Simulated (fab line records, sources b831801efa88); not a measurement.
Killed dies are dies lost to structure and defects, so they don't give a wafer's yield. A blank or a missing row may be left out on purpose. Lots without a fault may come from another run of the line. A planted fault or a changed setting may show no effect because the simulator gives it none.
Which tool did it? | flow sfq_line | 15 lots, 43 wafers sampled, at 2 steps of a route of 325

WHAT THE GAUGES READ, wafer by wafer
SFQ_M1_OVL_MEAS_911. Usual: M1_OVL 0 nm, standard deviation 4.6.
lot  | measured     | on         | M1_OVL (nm) | flag
L587 | day 13 06:50 | overlay-02 | -3 -3 -6    |
L589 | day 13 12:50 | overlay-01 | -2 1 -3     |
L590 | day 13 17:39 | overlay-02 | -1 -6 -2    |
L591 | day 13 23:39 | overlay-02 | -1 3 -3     |
L592 | day 14 09:15 | overlay-01 | -6 -2 -4    |
L595 | day 15 00:50 | overlay-01 | 4 -2 -5     |
L598 | day 16 05:32 | overlay-02 | -3 -7 -3    |
L601 | day 17 04:24 | overlay-02 | -3 7 -3     |
L603 | day 18 01:58 | overlay-02 | -3 2        |
L604 | day 18 10:20 | overlay-01 | -1 -2       |
L605 | day 18 15:08 | overlay-02 | 4 4 4       |
L607 | day 19 03:53 | overlay-01 | 7 6 10      |
L608 | day 19 17:05 | overlay-02 | -1 -1 5     |
L609 | day 20 00:18 | overlay-01 | 3 11 6      |
L610 | day 20 11:05 | overlay-02 | -6 -8 -7    |

SFQ_I4_OVL_MEAS_928. Usual: I4_OVL -1 nm, standard deviation 5.6.
lot  | measured     | on         | I4_OVL (nm) | flag
L587 | day 50 14:41 | overlay-01 | 1 -1 8      |
L589 | day 50 19:28 | overlay-01 | -4 -2 -2    |
L590 | day 50 20:41 | overlay-01 | 0 -3 0      |
L591 | day 51 00:17 | overlay-02 | -4 -4 0     |
L592 | day 51 12:17 | overlay-02 | 5 0 -3      |
L595 | day 52 03:53 | overlay-01 | -2 -5 -1    |
L598 | day 53 01:28 | overlay-02 | -3 -2 -2    |
L601 | day 54 00:25 | overlay-01 | 3 2 6       |
L603 | day 59 10:21 | overlay-02 | -2 -2       |
L604 | day 59 12:43 | overlay-02 | 3 10        |
L605 | day 59 15:07 | overlay-01 | -17 -15 -14 |
L607 | day 62 02:44 | overlay-02 | 1 1 -1      |
L608 | day 62 17:08 | overlay-02 | -11 -8 -9   |
L609 | day 63 02:52 | overlay-02 | -1 3 1      |
L610 | day 63 06:20 | overlay-02 | -10 -10 -14 |

WHICH TOOL RAN EACH LOT (tool, then ch and the chambers of the sampled wafers, then the start)
The record holds no process step before these readings.

WHAT THE TOOLS THEMSELVES READ (means of the sampled wafers that have a number; where no wafer has one, the mark that the record gives instead)
The record holds no such reading with a usual standard deviation.

THE ANSWER, worked out from the rows above alone
Rule: a lot is off if the mean of its wafers that have a number lies more than 3 standard deviations from the usual mean. A lot without any number at a reading at which 4 lots or more have one is off too. The other lots that the step has rows for count as sound. The gauges are gone through in route order, then the tools' own readings, and for those a lot's mean is taken as printed above. The first step at which some lot is off is used, and at that step the reading that is off furthest; a lot without a number counts as furthest.
No lot is off at any reading shown: from this, nothing can be told.

WHAT THE SIMULATOR HAD PUT IN
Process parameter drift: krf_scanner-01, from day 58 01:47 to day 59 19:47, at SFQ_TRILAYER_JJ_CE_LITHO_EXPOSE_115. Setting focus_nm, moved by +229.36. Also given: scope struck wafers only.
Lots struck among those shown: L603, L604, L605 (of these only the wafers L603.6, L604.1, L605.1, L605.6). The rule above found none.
